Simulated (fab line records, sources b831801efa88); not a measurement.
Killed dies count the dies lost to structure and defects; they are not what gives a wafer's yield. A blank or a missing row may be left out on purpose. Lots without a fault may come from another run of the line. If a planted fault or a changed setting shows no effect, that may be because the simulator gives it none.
fab line records	flow gf180mcu
record: lots: 24	wafers: 72	lastDay: 34
route steps=602 shown M1@320 V1@349 V2@398 MIM@503 V5@556 TOP_METAL@573
lots untouched by any fault: they come from a run of this same line in which no faults occurred
startH: the number of hours between the record's first day and the start of the first shown wafer of the lot	waitH: hours from the lot's prior step to this one	" identical to the entry in the row above	L1.1+2: one row covering several wafers at once	- value missing, or start not given	* or withheld: withheld	< > ~ a bound
route shown NAME@n: names a module that has steps shown in the file, with the first one's number in the route	usual: mean/standard deviation taken from wafers without a fault	same: alike in all rows	chamber/n: place in a boat	sites: readings site by site	_std_site: the standard deviation of these	_edge_site: inner sites' mean taken away from outer sites' mean	radiusMm: for every site, how far away it sits from the centre of the wafer	mask NAME#n: copy n	behind: the tool/chamber that last shaped the wafer	hold: what put the lot on hold/how long, in hours/how the hold closed	device: which transistor (n, p or np) failed to switch	end of line: the route-end tests of the same wafers	where a step has no rows: the recipe by itself	killed: count of dies lost to structure and defects at first sort (not the wafer's yield)	map: dies across one wafer; x = killed, . = not, _ = none there
set.NAME: the setting as run; set.NAME@STEP: as run at that earlier step	model.NAME: the simulator's own value behind a step, which no gauge read
the route's steps for a sample of lots (tables are steps, rows are wafers)
services: when a tool's chamber went out of use (startH, in hours from the record's first day, below 0 if earlier), for how many hours, and the reason
== steps ==
step: GF_M1_RS_MEAS_05
recipe: thkMeasGauge: four-point-probe	reads: TiN_of_M1_SPUTTER_04+Ti_of_M1_SPUTTER_03+AlCu_of_M1_SPUTTER_02+TiN_of_M1_SPUTTER_01+Ti_of_M1_SPUTTER_00
usual: M1_ALCU_RS: 0.0698/0.00077
lot.wafer	tool	chamber	startH	waitH	M1_ALCU_RS[ohm/sq]
L074.2	filmMetro-03	-	356.12	0.0	0.0705
L074.3	"	-	"	"	0.0693
L074.5	"	-	"	"	0.0698
L075.2	filmMetro-03	-	361.95	0.0	0.0693
L075.4	"	-	"	"	0.0702
L075.6	"	-	"	"	0.0685
L076.1	filmMetro-04	-	379.34	0.0	0.0702
L076.3	"	-	"	"	0.0703
L076.4	"	-	"	"	0.0698
L077.4	filmMetro-04	-	383.09	0.1	0.0700
L077.5	"	-	"	"	0.0698
L077.6	"	-	"	"	0.0701
L078.3	filmMetro-03	-	398.76	0.1	0.0692
L078.4	"	-	"	"	0.0687
L078.6	"	-	"	"	0.0688
L080.3	filmMetro-03	-	413.80	0.1	0.0707
L080.5	"	-	"	"	0.0709
L080.6	"	-	"	"	0.0706
L079.1	filmMetro-04	-	413.93	0.0	0.0700
L079.4	"	-	"	"	0.0701
L079.6	"	-	"	"	0.0697
L081.1	filmMetro-04	-	431.62	0.0	0.0698
L081.3	"	-	"	"	0.0713
L081.5	"	-	"	"	0.0702
L082.3	filmMetro-03	-	438.44	0.1	0.0697
L082.4	"	-	"	"	0.0691
L082.5	"	-	"	"	0.0696
L083.2	filmMetro-03	-	461.78	0.0	0.0693
L083.4	"	-	"	"	0.0712
L083.5	"	-	"	"	0.0705
L085.4	filmMetro-03	-	462.85	0.1	0.0692
L085.5	"	-	"	"	0.0691
L085.6	"	-	"	"	0.0692
L084.2	filmMetro-04	-	468.95	0.0	0.0703
L084.5	"	-	"	"	0.0706
L084.6	"	-	"	"	0.0715
L086.1	filmMetro-01	-	483.88	0.0	0.0695
L086.3	"	-	"	"	0.0705
L086.4	"	-	"	"	0.0710
L087.2	filmMetro-04	-	484.25	0.0	0.0707
L087.4	"	-	"	"	0.0692
L087.6	"	-	"	"	0.0705
L088.2	filmMetro-04	-	496.09	0.0	0.0696
L088.5	"	-	"	"	0.0703
L088.6	"	-	"	"	0.0709
L089.3	filmMetro-04	-	501.52	0.1	0.0696
L089.4	"	-	"	"	0.0689
L089.6	"	-	"	"	0.0684
L090.2	filmMetro-04	-	513.34	0.0	0.0692
L090.3	"	-	"	"	0.0698
L090.5	"	-	"	"	0.0706
L092.1	filmMetro-01	-	517.56	0.0	0.0686
L092.2	"	-	"	"	0.0700
L092.6	"	-	"	"	0.0683
L091.1	filmMetro-04	-	518.83	0.0	0.0691
L091.2	"	-	"	"	0.0698
L091.4	"	-	"	"	0.0681
L093.4	filmMetro-01	-	529.77	0.1	0.0692
L093.5	"	-	"	"	0.0686
L093.6	"	-	"	"	0.0686
L094.2	filmMetro-04	-	538.83	0.0	0.0699
L094.3	"	-	"	"	0.0695
L094.4	"	-	"	"	0.0686
L095.2	filmMetro-04	-	553.11	0.0	0.0683
L095.4	"	-	"	"	0.0698
L095.5	"	-	"	"	0.0698
L096.2	filmMetro-01	-	554.69	0.0	0.0699
L096.3	"	-	"	"	0.0709
L096.5	"	-	"	"	0.0697
L097.3	filmMetro-01	-	564.97	0.1	0.0701
L097.4	"	-	"	"	0.0705
L097.5	"	-	"	"	0.0705
step: GF_V1_CD_MEAS_14
recipe: targetCdNm: 260
usual: cdNm: 260.2/1.5
lot.wafer	tool	chamber	startH	waitH	cdNm
L074.2	cdSem-02	-	401.96	0.1	257.6
L074.3	"	-	"	"	258.7
L074.5	"	-	"	"	258.6
L075.2	cdSem-02	-	407.42	0.1	260.0
L075.4	"	-	"	"	260.4
L075.6	"	-	"	"	261.6
L076.1	cdSem-02	-	428.54	0.1	261.1
L076.3	"	-	"	"	260.8
L076.4	"	-	"	"	259.9
L077.4	cdSem-01	-	431.45	0.1	259.7
L077.5	"	-	"	"	258.6
L077.6	"	-	"	"	259.4
L078.3	cdSem-01	-	447.98	0.1	260.0
L078.4	"	-	"	"	259.3
L078.6	"	-	"	"	260.8
L080.3	cdSem-02	-	463.28	0.1	259.6
L080.5	"	-	"	"	261.2
L080.6	"	-	"	"	260.7
L079.1	cdSem-01	-	463.69	0.1	256.7
L079.4	"	-	"	"	259.0
L079.6	"	-	"	"	258.6
L081.1	cdSem-01	-	481.45	0.1	261.0
L081.3	"	-	"	"	260.6
L081.5	"	-	"	"	260.6
L082.3	cdSem-01	-	488.13	0.1	261.9
L082.4	"	-	"	"	260.4
L082.5	"	-	"	"	261.6
L083.2	cdSem-02	-	510.07	0.1	262.3
L083.4	"	-	"	"	262.3
L083.5	"	-	"	"	262.7
L085.4	cdSem-02	-	512.65	0.1	260.5
L085.5	"	-	"	"	260.3
L085.6	"	-	"	"	260.2
L084.2	cdSem-02	-	518.31	0.1	261.8
L084.5	"	-	"	"	259.8
L084.6	"	-	"	"	259.5
L086.1	cdSem-01	-	531.99	0.1	262.6
L086.3	"	-	"	"	262.8
L086.4	"	-	"	"	259.9
L087.2	cdSem-02	-	532.66	0.1	260.2
L087.4	"	-	"	"	259.5
L087.6	"	-	"	"	258.8
L088.2	cdSem-02	-	544.26	0.1	258.0
L088.5	"	-	"	"	258.2
L088.6	"	-	"	"	257.0
L089.3	cdSem-01	-	548.78	0.1	260.2
L089.4	"	-	"	"	258.9
L089.6	"	-	"	"	260.8
L090.2	cdSem-02	-	560.27	0.1	260.7
L090.3	"	-	"	"	260.6
L090.5	"	-	"	"	260.6
L092.1	cdSem-01	-	563.34	0.1	261.3
L092.2	"	-	"	"	261.7
L092.6	"	-	"	"	261.6
L091.1	cdSem-02	-	565.25	0.1	260.8
L091.2	"	-	"	"	262.0
L091.4	"	-	"	"	262.4
L093.4	cdSem-02	-	575.95	0.1	260.3
L093.5	"	-	"	"	259.6
L093.6	"	-	"	"	258.9
L094.2	cdSem-02	-	584.41	0.1	259.1
L094.3	"	-	"	"	257.9
L094.4	"	-	"	"	257.8
L095.2	cdSem-01	-	596.36	0.1	258.5
L095.4	"	-	"	"	258.3
L095.5	"	-	"	"	257.3
L096.2	cdSem-01	-	599.67	0.1	260.3
L096.3	"	-	"	"	259.1
L096.5	"	-	"	"	259.5
L097.3	cdSem-02	-	609.78	0.1	262.7
L097.4	"	-	"	"	263.0
L097.5	"	-	"	"	263.0
step: GF_V2_ETCH_16
recipe: chemistry: N2/H2	targetDepthA: withheld	overetchA: withheld	timeS: withheld	target: BARC	ionEnergyEv: 200	sourceW: 500	biasW: 100	pressureMtorr: 30	n2FlowSccm: 100	h2FlowSccm: 200
usual: drypumpMotorCurrentA: 5.9/0.53	oesProductAu: 0.854/0.0053	throttleValvePct: 13.224/0.0091
lot.wafer	tool	chamber	startH	waitH	drypumpMotorCurrentA	oesProductAu	throttleValvePct
L074.2	rieDiel-02	1	452.90	0.0	6.4	0.845	13.230
L074.3	"	3	"	"	5.7	0.853	13.206
L074.5	"	0	"	"	6.1	0.855	13.212
L075.2	rieDiel-02	3	459.18	0.0	5.7	0.854	13.221
L075.4	"	1	"	"	6.4	0.856	13.216
L075.6	"	1	"	"	6.4	0.845	13.222
L076.1	rieDiel-03	3	480.43	0.0	6.7	0.853	13.213
L076.3	"	2	"	"	5.1	0.855	13.237
L076.4	"	0	"	"	5.1	0.848	13.221
L077.4	rieDiel-02	2	483.20	0.0	5.9	0.858	13.210
L077.5	"	2	"	"	5.9	0.856	13.228
L077.6	"	1	"	"	6.4	0.855	13.232
L078.3	rieDiel-03	0	497.78	0.0	5.1	0.853	13.230
L078.4	"	3	"	"	6.6	0.846	13.219
L078.6	"	3	"	"	6.6	0.854	13.233
L080.3	rieDiel-02	1	514.17	0.0	6.4	0.854	13.237
L080.5	"	2	"	"	5.9	0.853	13.219
L080.6	"	1	"	"	6.5	0.858	13.224
L079.1	rieDiel-01	1	515.10	0.0	5.8	0.856	13.234
L079.4	"	2	"	"	6.6	0.850	13.225
L079.6	"	2	"	"	6.7	0.854	13.228
L081.1	rieDiel-03	3	531.68	0.0	6.7	0.852	13.198
L081.3	"	0	"	"	5.1	0.861	13.243
L081.5	"	1	"	"	5.1	0.860	13.226
L082.3	rieDiel-02	0	537.78	0.0	6.1	0.860	13.222
L082.4	"	2	"	"	5.9	0.859	13.226
L082.5	"	0	"	"	6.2	0.851	13.217
L083.2	rieDiel-02	2	559.43	0.0	5.9	0.854	13.223
L083.4	"	1	"	"	6.4	0.855	13.228
L083.5	"	1	"	"	6.4	0.857	13.229
L085.4	rieDiel-03	0	560.98	0.0	5.1	0.843	13.243
L085.5	"	3	"	"	6.6	0.866	13.221
L085.6	"	0	"	"	5.1	0.857	13.214
L084.2	rieDiel-01	2	568.11	0.0	6.7	0.854	13.223
L084.5	"	3	"	"	5.3	0.860	13.211
L084.6	"	0	"	"	6.0	0.864	13.240
L086.1	rieDiel-02	1	580.58	0.0	6.4	0.857	13.221
L086.3	"	2	"	"	5.9	0.868	13.213
L086.4	"	3	"	"	5.7	0.849	13.226
L087.2	rieDiel-03	3	581.53	0.0	6.6	0.845	13.236
L087.4	"	0	"	"	5.1	0.850	13.234
L087.6	"	3	"	"	6.5	0.855	13.238
L088.2	rieDiel-03	2	591.45	0.0	5.1	0.851	13.233
L088.5	"	0	"	"	5.1	0.853	13.215
L088.6	"	1	"	"	5.1	0.851	13.226
L089.3	rieDiel-02	0	594.53	0.0	6.1	0.849	13.226
L089.4	"	3	"	"	5.7	0.861	13.216
L089.6	"	2	"	"	5.9	0.848	13.233
L090.2	rieDiel-03	2	606.00	0.0	5.1	0.856	13.220
L090.3	"	0	"	"	5.1	0.853	13.226
L090.5	"	0	"	"	5.1	0.853	13.223
L092.1	rieDiel-02	3	609.75	0.0	5.7	0.855	13.225
L092.2	"	0	"	"	6.2	0.858	13.227
L092.6	"	3	"	"	5.7	0.855	13.222
L091.1	rieDiel-02	1	611.48	0.0	6.4	0.855	13.226
L091.2	"	2	"	"	5.9	0.844	13.227
L091.4	"	3	"	"	5.7	0.850	13.233
L093.4	rieDiel-01	3	621.08	0.0	5.4	0.858	13.233
L093.5	"	2	"	"	6.6	0.849	13.212
L093.6	"	1	"	"	5.8	0.840	13.222
L094.2	rieDiel-01	2	628.53	0.0	6.6	0.859	13.244
L094.3	"	3	"	"	5.3	0.851	13.217
L094.4	"	0	"	"	6.1	0.853	13.227
L095.2	rieDiel-01	2	640.98	0.0	6.6	0.854	13.225
L095.4	"	1	"	"	5.8	0.851	13.206
L095.5	"	2	"	"	6.6	0.858	13.230
L096.2	rieDiel-02	3	643.55	0.0	5.7	0.859	13.219
L096.3	"	1	"	"	6.4	0.850	13.212
L096.5	"	2	"	"	5.9	0.853	13.234
L097.3	rieDiel-02	1	652.63	0.0	6.4	0.846	13.218
L097.4	"	3	"	"	5.7	0.854	13.224
L097.5	"	2	"	"	5.9	0.851	13.228
step: GF_MIM_SPUTTER_00
recipe: material: Ti	targetThkNm: 37.5	arrivingIonEnergyEv: 80	substrateTempC: 200	chamberPressurePa: 2	powerW: 4000	timeS: 150
usual: throttleValvePct: 30.5/1.1
lot.wafer	tool	chamber	startH	waitH	throttleValvePct
L074.2	pvdSputter-04	-	554.37	0.1	30.9
L074.3	"	-	"	"	31.7
L074.5	"	-	"	"	31.7
L075.2	pvdSputter-04	-	560.70	0.1	29.8
L075.4	"	-	"	"	30.6
L075.6	"	-	"	"	30.3
L076.1	pvdSputter-03	-	579.91	0.1	30.9
L076.3	"	-	"	"	30.4
L076.4	"	-	"	"	29.3
L077.4	pvdSputter-03	-	583.48	0.1	31.5
L077.5	"	-	"	"	30.3
L077.6	"	-	"	"	29.2
L078.3	pvdSputter-04	-	594.28	0.2	30.4
L078.4	"	-	"	"	29.4
L078.6	"	-	"	"	30.5
L080.3	pvdSputter-04	-	609.10	0.2	30.6
L080.5	"	-	"	"	31.3
L080.6	"	-	"	"	29.4
L079.1	pvdSputter-04	-	611.46	0.2	29.6
L079.4	"	-	"	"	30.5
L079.6	"	-	"	"	30.8
L081.1	pvdSputter-02	-	626.20	0.1	31.6
L081.3	"	-	"	"	29.6
L081.5	"	-	"	"	31.5
L082.3	pvdSputter-03	-	631.55	0.2	30.7
L082.4	"	-	"	"	30.2
L082.5	"	-	"	"	30.6
L083.2	pvdSputter-04	-	650.29	0.2	31.2
L083.4	"	-	"	"	29.4
L083.5	"	-	"	"	30.1
L085.4	pvdSputter-02	-	650.59	0.2	27.2
L085.5	"	-	"	"	29.8
L085.6	"	-	"	"	27.4
L084.2	pvdSputter-03	-	658.20	0.2	29.2
L084.5	"	-	"	"	30.4
L084.6	"	-	"	"	30.7
L087.2	pvdSputter-04	-	669.56	0.1	31.3
L087.4	"	-	"	"	29.7
L087.6	"	-	"	"	31.2
L086.1	pvdSputter-03	-	669.86	0.2	30.6
L086.3	"	-	"	"	29.2
L086.4	"	-	"	"	30.3
L088.2	pvdSputter-04	-	677.80	0.2	31.4
L088.5	"	-	"	"	31.5
L088.6	"	-	"	"	31.2
L089.3	pvdSputter-02	-	681.53	0.1	31.5
L089.4	"	-	"	"	32.0
L089.6	"	-	"	"	31.5
L090.2	pvdSputter-03	-	690.73	0.2	31.0
L090.3	"	-	"	"	29.2
L090.5	"	-	"	"	30.9
L092.1	pvdSputter-02	-	695.49	0.2	27.2
L092.2	"	-	"	"	31.8
L092.6	"	-	"	"	27.2
L091.1	pvdSputter-04	-	696.66	0.2	29.5
L091.2	"	-	"	"	31.8
L091.4	"	-	"	"	29.6
L093.4	pvdSputter-02	-	704.90	0.1	31.5
L093.5	"	-	"	"	29.8
L093.6	"	-	"	"	31.7
L094.2	pvdSputter-03	-	712.91	0.2	30.6
L094.3	"	-	"	"	30.9
L094.4	"	-	"	"	30.9
L095.2	pvdSputter-04	-	723.43	0.2	30.5
L095.4	"	-	"	"	31.4
L095.5	"	-	"	"	31.5
L096.2	pvdSputter-02	-	726.25	0.1	27.4
L096.3	"	-	"	"	31.6
L096.5	"	-	"	"	31.3
L097.3	pvdSputter-02	-	742.97	0.1	31.7
L097.4	"	-	"	"	29.9
L097.5	"	-	"	"	31.6
step: GF_V5_ETCH_16
recipe: chemistry: N2/H2	targetDepthA: withheld	overetchA: withheld	timeS: withheld	target: BARC	ionEnergyEv: 200	sourceW: 500	biasW: 100	pressureMtorr: 30	n2FlowSccm: 100	h2FlowSccm: 200
usual: drypumpMotorCurrentA: 5.8/0.58	oesProductAu: 0.855/0.0046	throttleValvePct: 13.224/0.0092
lot.wafer	tool	chamber	startH	waitH	drypumpMotorCurrentA	oesProductAu	throttleValvePct
L074.2	rieDiel-03	3	620.65	0.0	6.6	0.851	13.239
L074.3	"	1	"	"	5.1	0.859	13.235
L074.5	"	3	"	"	6.6	0.857	13.231
L075.2	rieDiel-02	0	625.33	0.0	6.2	0.859	13.222
L075.4	"	3	"	"	5.7	0.848	13.228
L075.6	"	0	"	"	6.1	0.854	13.205
L076.1	rieDiel-01	2	644.09	0.0	6.6	0.857	13.201
L076.3	"	3	"	"	5.3	0.850	13.220
L076.4	"	0	"	"	6.0	0.853	13.232
L077.4	rieDiel-01	0	647.14	0.0	6.1	0.862	13.216
L077.5	"	0	"	"	6.1	0.849	13.221
L077.6	"	3	"	"	5.3	0.851	13.226
L078.3	rieDiel-03	1	657.28	0.0	5.0	0.845	13.223
L078.4	"	0	"	"	5.1	0.863	13.234
L078.6	"	2	"	"	5.1	0.857	13.243
L080.3	rieDiel-03	1	671.79	0.0	5.1	0.847	13.216
L080.5	"	1	"	"	5.1	0.851	13.227
L080.6	"	2	"	"	5.1	0.850	13.224
L079.1	rieDiel-01	2	672.50	0.0	6.6	0.855	13.237
L079.4	"	1	"	"	5.8	0.858	13.230
L079.6	"	0	"	"	6.1	0.856	13.215
L081.1	rieDiel-03	3	687.00	0.0	6.6	0.864	13.222
L081.3	"	2	"	"	5.1	0.855	13.234
L081.5	"	2	"	"	5.1	0.854	13.207
L082.3	rieDiel-03	3	691.93	0.0	6.6	0.855	13.218
L082.4	"	0	"	"	5.1	0.858	13.227
L082.5	"	2	"	"	5.1	0.854	13.230
L083.2	rieDiel-01	2	710.28	0.0	6.6	0.857	13.217
L083.4	"	3	"	"	5.4	0.857	13.203
L083.5	"	1	"	"	5.8	0.850	13.233
L085.4	rieDiel-03	1	710.63	0.0	5.1	0.849	13.225
L085.5	"	2	"	"	5.1	0.852	13.232
L085.6	"	1	"	"	5.1	0.856	13.221
L084.2	rieDiel-03	2	716.59	0.0	5.1	0.852	13.217
L084.5	"	3	"	"	6.6	0.858	13.215
L084.6	"	2	"	"	5.1	0.862	13.229
L087.2	rieDiel-03	0	738.54	0.0	5.1	0.852	13.249
L087.4	"	1	"	"	5.1	0.859	13.221
L087.6	"	3	"	"	6.6	0.849	13.235
L086.1	rieDiel-01	1	738.72	0.0	5.8	0.861	13.223
L086.3	"	2	"	"	6.6	0.857	13.227
L086.4	"	0	"	"	6.1	0.859	13.220
L088.2	rieDiel-01	0	739.84	0.0	6.0	0.851	13.234
L088.5	"	1	"	"	5.8	0.857	13.230
L088.6	"	0	"	"	6.0	0.853	13.218
L089.3	rieDiel-01	0	740.27	0.0	6.1	0.851	13.231
L089.4	"	2	"	"	6.6	0.853	13.235
L089.6	"	2	"	"	6.6	0.850	13.227
L090.2	rieDiel-02	0	747.08	0.0	6.1	0.855	13.228
L090.3	"	3	"	"	5.7	0.848	13.233
L090.5	"	2	"	"	5.9	0.850	13.234
L092.1	rieDiel-02	2	753.58	0.0	5.9	0.852	13.242
L092.2	"	1	"	"	6.4	0.862	13.209
L092.6	"	0	"	"	6.1	0.859	13.212
L091.1	rieDiel-03	2	754.47	0.0	5.1	0.855	13.214
L091.2	"	0	"	"	5.1	0.845	13.228
L091.4	"	3	"	"	6.6	0.853	13.209
L094.2	rieDiel-02	2	764.93	0.0	5.9	0.858	13.237
L094.3	"	3	"	"	5.7	0.867	13.237
L094.4	"	0	"	"	6.2	0.855	13.226
L095.2	rieDiel-01	1	765.17	0.0	5.8	0.863	13.218
L095.4	"	3	"	"	5.3	0.849	13.221
L095.5	"	0	"	"	6.0	0.851	13.216
L093.4	rieDiel-01	3	766.03	0.0	5.3	0.852	13.225
L093.5	"	2	"	"	6.6	0.858	13.208
L093.6	"	3	"	"	5.3	0.856	13.236
L096.2	rieDiel-02	0	766.22	0.0	6.1	0.851	13.210
L096.3	"	2	"	"	5.9	0.851	13.230
L096.5	"	2	"	"	5.9	0.857	13.217
L097.3	rieDiel-02	3	794.77	0.0	5.7	0.860	13.222
L097.4	"	0	"	"	6.1	0.856	13.220
L097.5	"	1	"	"	6.4	0.852	13.216
step: GF_TOP_METAL_THK_MEAS_06
recipe: thkMeasGauge: xrf	reads: AlCu_of_TOP_METAL_SPUTTER_02
usual: TOP_METAL_ALCU_THK: 898/12
lot.wafer	tool	chamber	startH	waitH	TOP_METAL_ALCU_THK[nm]
L074.2	filmMetro-02	-	622.39	0.1	896
L074.3	"	-	"	"	904
L074.5	"	-	"	"	896
L075.2	filmMetro-02	-	627.06	0.1	868
L075.4	"	-	"	"	878
L075.6	"	-	"	"	885
L076.1	filmMetro-03	-	646.22	0.1	904
L076.3	"	-	"	"	890
L076.4	"	-	"	"	910
L077.4	filmMetro-04	-	649.39	0.1	888
L077.5	"	-	"	"	899
L077.6	"	-	"	"	896
L078.3	filmMetro-04	-	659.06	0.1	902
L078.4	"	-	"	"	918
L078.6	"	-	"	"	925
L080.3	filmMetro-04	-	673.53	0.1	913
L080.5	"	-	"	"	915
L080.6	"	-	"	"	899
L079.1	filmMetro-02	-	674.23	0.1	906
L079.4	"	-	"	"	899
L079.6	"	-	"	"	905
L081.1	filmMetro-03	-	688.76	0.1	908
L081.3	"	-	"	"	927
L081.5	"	-	"	"	912
L082.3	filmMetro-04	-	693.79	0.1	898
L082.4	"	-	"	"	893
L082.5	"	-	"	"	900
L083.2	filmMetro-03	-	712.05	0.1	907
L083.4	"	-	"	"	904
L083.5	"	-	"	"	893
L085.4	filmMetro-03	-	712.38	0.1	895
L085.5	"	-	"	"	890
L085.6	"	-	"	"	907
L084.2	filmMetro-04	-	718.33	0.1	887
L084.5	"	-	"	"	897
L084.6	"	-	"	"	897
L087.2	filmMetro-04	-	740.86	0.1	896
L087.4	"	-	"	"	885
L087.6	"	-	"	"	884
L086.1	filmMetro-04	-	741.45	0.1	876
L086.3	"	-	"	"	892
L086.4	"	-	"	"	890
L089.3	filmMetro-03	-	745.65	0.1	894
L089.4	"	-	"	"	893
L089.6	"	-	"	"	896
L088.2	filmMetro-04	-	745.68	0.1	899
L088.5	"	-	"	"	897
L088.6	"	-	"	"	904
L090.2	filmMetro-03	-	752.14	0.1	910
L090.3	"	-	"	"	905
L090.5	"	-	"	"	920
L092.1	filmMetro-02	-	755.30	0.1	895
L092.2	"	-	"	"	896
L092.6	"	-	"	"	899
L091.1	filmMetro-02	-	756.19	0.1	878
L091.2	"	-	"	"	892
L091.4	"	-	"	"	894
L094.2	filmMetro-04	-	766.66	0.1	905
L094.3	"	-	"	"	908
L094.4	"	-	"	"	902
L095.2	filmMetro-02	-	766.90	0.1	900
L095.4	"	-	"	"	896
L095.5	"	-	"	"	896
L093.4	filmMetro-03	-	767.78	0.1	908
L093.5	"	-	"	"	905
L093.6	"	-	"	"	911
L096.2	filmMetro-02	-	768.14	0.1	878
L096.3	"	-	"	"	883
L096.5	"	-	"	"	874
L097.3	filmMetro-04	-	796.52	0.1	918
L097.4	"	-	"	"	911
L097.5	"	-	"	"	919
== services ==
tool	chamber	startH	hours	kind
pvdSputter-03	-	442.39	1.3	repair
rieDiel-03	2	452.70	2.6	repair
pvdSputter-03	-	462.42	2.6	repair
rieDiel-03	2	482.96	4.8	repair
pvdSputter-04	-	515.84	4.2	repair
pvdSputter-02	-	517.58	5.1	repair
rieDiel-01	-	522.29	2.8	pm
rieDiel-02	0	524.11	11.0	repair
rieDiel-02	1	533.63	6.9	repair
pvdSputter-03	-	562.72	4.9	repair
rieDiel-01	2	562.99	4.7	repair
pvdSputter-04	-	574.91	3.3	repair
rieDiel-03	2	582.14	4.1	repair
rieDiel-01	3	587.84	3.5	repair
rieDiel-02	1	594.37	2.4	repair
pvdSputter-04	-	598.76	6.2	repair
pvdSputter-02	-	600.47	3.8	repair
rieDiel-03	-	650.84	2.8	pm
pvdSputter-02	-	667.29	0.6	repair
rieDiel-01	1	705.60	2.9	repair
rieDiel-02	1	714.00	8.0	repair
rieDiel-01	1	717.05	6.2	repair
rieDiel-01	1	735.02	3.3	repair
pvdSputter-04	-	766.40	8.5	repair
== key ==
fault none
